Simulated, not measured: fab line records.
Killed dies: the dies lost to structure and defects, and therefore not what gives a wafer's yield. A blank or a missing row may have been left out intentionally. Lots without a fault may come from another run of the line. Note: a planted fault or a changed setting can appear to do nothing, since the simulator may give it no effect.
A single fault, viewed from 2 desks	flow sfq-line	numbers are kept per desk, each desk with only its own; the story behind them comes last

== THE METROLOGY DESK ==
What the gauges read for every lot (on any tool): the sampled wafers with a number, averaged. A lot is out of limits, marked OUT, if its mean lies more than 4 standard deviations from the usual mean; the brackets give that distance.
Columns: A = M4_NB_RS at SFQ_M4_RS_MEAS_924, usual 0.885 ohm/sq; B = M4_OVL at SFQ_M4_OVL_MEAS_926, usual 0 nm
lot	first seen here	A	B
L780	day 50 18:01	0.896	-6
L784	day 54 01:57	0.892	-4
L792	day 56 10:02	0.865	4
L794	day 56 20:47	0.868	-8
L796	day 57 06:59	0.891	-9
L797	day 57 11:47	0.891	-4
L798	day 57 16:02	0.871	6
This desk's verdict: no lot among the 7 shows anything out of limits.

== DESK OF THE TOOL OWNER: rie-metal-03 ==
The tool's own readings at SFQ_TRILAYER_M4_ETCH_METAL_ETCH_096 (etches Nb in Cl2/Ar, stops on SiO2, target depth 240 nm, time 120 s): means of the sampled wafers that have a number, for each lot that ran on this tool. A lot is out of limits, marked OUT, if its mean lies more than 4 standard deviations from the usual mean; the brackets give that distance.
Columns: A = chamber-pressure-mTorr at SFQ_TRILAYER_M4_ETCH_METAL_ETCH_096, usual 10.000 mTorr; B = drypump-motor-current-A at SFQ_TRILAYER_M4_ETCH_METAL_ETCH_096, usual 5.5 A; C = oes-product-au at SFQ_TRILAYER_M4_ETCH_METAL_ETCH_096, usual 0.897 a.u.; D = run-length-s at SFQ_TRILAYER_M4_ETCH_METAL_ETCH_096, usual 148.4 s
lot	first seen here	A	B	C	D
L784	day 59 08:11	10.011	5.6	0.893	148.1
L792	day 61 03:34	9.998	5.6	0.834 (-7.9) OUT	168.9 (+31) OUT
L794	day 61 15:31	10.000	5.6	0.837 (-7.5) OUT	169.0 (+31) OUT
L796	day 62 02:19	9.989	5.7	0.858 (-4.8) OUT	158.7 (+15) OUT
Finding of this desk: L792, L794, L796 out of limits; the first was L792 at day 61 03:34, on oes-product-au at SFQ_TRILAYER_M4_ETCH_METAL_ETCH_096. L784 stayed within limits.

== BROUGHT TOGETHER ==
On L792, L794, L796, at day 61 03:34, an alarm was possible from the tool owner's desk.
The metrology desk saw nothing out of limits.
The metrology desk holds a record of L792, L794, L796, inside its limits.
SFQ_TRILAYER_M4_ETCH_METAL_ETCH_096 was run on rie-metal-03 by each of the lots named.

== WHAT THE SIMULATOR HAD INSERTED ==
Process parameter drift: rie-metal-03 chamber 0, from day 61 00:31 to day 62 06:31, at SFQ_TRILAYER_M4_ETCH_METAL_ETCH_096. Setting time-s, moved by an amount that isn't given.
Struck lots among those shown: L792, L794, L796.
Delay in hours, fault start to first out-of-limits reading, by desk: the tool owner's desk at 3.
